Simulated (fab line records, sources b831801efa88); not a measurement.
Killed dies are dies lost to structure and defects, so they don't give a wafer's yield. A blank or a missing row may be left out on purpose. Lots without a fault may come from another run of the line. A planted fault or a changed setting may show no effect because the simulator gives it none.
A struck lot beside a sound one | flow sky130 | 16 steps out of a route of 708
Sound: wafers L136.1, L136.3, L136.5. Struck: wafers L142.1, L142.6. (L142.2 of the same lot was not struck and is left out.) The cause comes at the end.
At each step with rows: each side's tool, then ch and its chambers, then its first start. Under that, the readings that differ: sound wafers | struck wafers | difference of the means | sigmas: that difference in standard deviations of wafers without a fault.
alike: readings whose means differ by less than 2 such deviations, and words and numbers that are the same on both sides. not compared: withheld readings, readings that some wafer has no value for, bounds like >300 that may hide the same value, and numbers for which the record gives no deviation and whose values overlap.
The two part at a step that has a row with sigmas, a row that says differs or no value, or rows on one side only. Numbers that don't overlap but have no deviation are shown without sigmas and don't part them. A reading that every wafer of one side lacks parts them only if that side has two wafers or more.

SKY_VIA2_BOW_MEAS_03:
  sound on film_metro-04, day 36 02:34; struck on film_metro-02, day 39 00:26
  alike: VIA2_BOW
then, 8 steps without rows for these wafers: SKY_VIA2_DEHYDRATE_04 (time 60 s); SKY_VIA2_HMDS_05 (prime time 60 s); SKY_VIA2_COAT_06 (resist thk 60 nm); SKY_VIA2_COAT_07 (resist thk 450 nm); SKY_VIA2_SOFTBAKE_08 (time 90 s); SKY_VIA2_EXPOSE_09 (exposes mask VIM2, target cd 200 nm); SKY_VIA2_PEB_10; SKY_VIA2_DEVELOP_11 (develop time 60 s).
SKY_VIA2_CD_MEAS_12: target cd 200 nm.
  sound on cd_sem-01, day 37 04:53; struck on cd_sem-02, day 39 23:37
  alike: cd_nm
SKY_VIA2_OVL_MEAS_13:
  sound on overlay-02, day 37 05:00; struck on overlay-02, day 39 23:44
  alike: VIA2_OVL
SKY_VIA2_ETCH_14: etches BARC in N2/H2, stops on SiO2, time 45.9 s, target depth 60 nm.
  sound on rie_diel-04 ch 0,1,3, day 37 05:02; struck on rie_diel-04 ch 0, day 39 23:46
  alike: drypump_motor_current_A, h2_flow_sccm, oes_product_au, rf_fwd_power_W, throttle_valve_pct
  not compared: rf_hours_counter_h
SKY_VIA2_ETCH_15: etches SiO2 in C4F8/O2/Ar, stops on TiN, target depth 546 nm, time 84 s.
  sound on rie_diel-04 ch 0,1,3, day 37 05:05; struck on rie_diel-04 ch 0, day 39 23:49
  reading                                     | sound             | struck      | difference | sigmas
  model.KrF-thick_of_VIA2_COAT_07.thk_nm (nm) | 278.7 280.3 282.5 | 205.4 204.9 | -75.3      |
  model.VIA2.feature_depth_nm (nm)            | 496 495.3 495.2   | 509.5 508.8 | +13.6      |
  model.TiN_of_METAL2_SPUTTER_04.thk_nm (nm)  | 68.03 69.42 68.7  | 57.49 55.8  | -12.07     |
  alike: oes_product_au, rf_fwd_power_W
  not compared: rf_hours_counter_h
SKY_VIA2_STRIP_16: strips in O2/N2.
  sound on plasma_asher-01 ch 0,1, day 37 05:09; struck on plasma_asher-01 ch 0,1, day 39 23:52
  reading                      | sound             | struck      | difference | sigmas
  oes_product_au (a.u.)        | 0.403 0.382 0.396 | 0.359 0.363 | -0.033     | -7
  strip_time_to_endpoint_s (s) | 4.005 4.007 4.041 | 3.194 3.208 | -0.817     | -27
  alike: drypump_motor_current_A
  not compared: rf_hours_counter_h
then, 1 step without rows for these wafers: SKY_VIA2_STRIP_17 (strips in post etch residue remover, time 1200 s).
-- the record jumps here: 8 days lie between the struck wafers' starts before and after (it left off in module VIA2 and takes up again in module PAD_OPEN, whose first step shown is number 708 of the route) --
SKY_PAD_OPEN_PROBE_99:
  sound on prober-01, day 46 04:10; struck on prober-01, day 48 10:16
  alike: defect_limited_yield, killed_at_M0_to_M3, killed_at_M4_up, killed_at_contacts, killed_at_front_end, killed_at_other, killed_dies, killed_open, killed_short, sort_bin_3_pad_short, sort_bin_5_function, sort_bin_6_memory, sort_n_pass, sort_yield_pct

WHERE THEY PART
Only at SKY_VIA2_STRIP_16, within this record. Later steps at which nothing parts them and some readings are alike: SKY_PAD_OPEN_PROBE_99.

WHY: what the simulator had put in
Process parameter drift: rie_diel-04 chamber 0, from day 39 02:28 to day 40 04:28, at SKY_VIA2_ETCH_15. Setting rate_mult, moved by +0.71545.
